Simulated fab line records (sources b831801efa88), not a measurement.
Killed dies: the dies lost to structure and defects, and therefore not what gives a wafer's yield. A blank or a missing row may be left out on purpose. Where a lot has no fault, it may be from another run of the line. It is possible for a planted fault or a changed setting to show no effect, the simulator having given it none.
Chamber matching -- flow gf180mcu -- cmp-02 running GF_V1_CMP_04: 4 sister chambers
The step polishes SiO2. 4 wafers are shown with their chamber, then 9 later ones without.

## WAFERS PAIRED WITH THEIR CHAMBERS
wafer,chamber,motor_current_A (A)
L777.1,2,14.4
L779.6,0,12.5
L780.4,3,11.6
L780.5,1,11.1

## WAFERS MISSING THEIR CHAMBER
wafer,motor_current_A (A)
L781.2,13.3
L781.3,14.4
L781.4,10.7
L783.2,15.2
L783.4,12.2
L783.5,15.5
L792.1,13.0
L792.2,10.2
L792.4,12.6

## CHAMBER TAKEN BY EACH
wafer,from the rows above,in truth
L781.2,can't be placed: 0 or 2 or 3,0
L781.3,2,2
L781.4,can't be placed: 1 or 3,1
L783.2,2,2
L783.4,can't be placed: 0 or 3 or 1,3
L783.5,2,2
L792.1,can't be placed: 0 or 2 or 3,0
L792.2,can't be placed: 1 or 3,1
L792.4,can't be placed: 0 or 3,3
3 of 9 placed correctly. Not placeable from these rows: 6 (in 6, the candidates include the true chamber). Number placed wrongly: 0.
How it was worked out, from the rows above alone: a wafer's distance from a chamber is the root of the sum, over the readings, of the square of ((its reading less the chamber's mean) divided by the reading's scatter). The wafer belongs to the nearest chamber; if the next one is less than 2 further off, it can't be placed. A chamber's mean is the mean of its shown wafers. The scatter: with one shown wafer a chamber, the root of the mean of the squares of how far each hidden wafer lies from its nearest shown one.
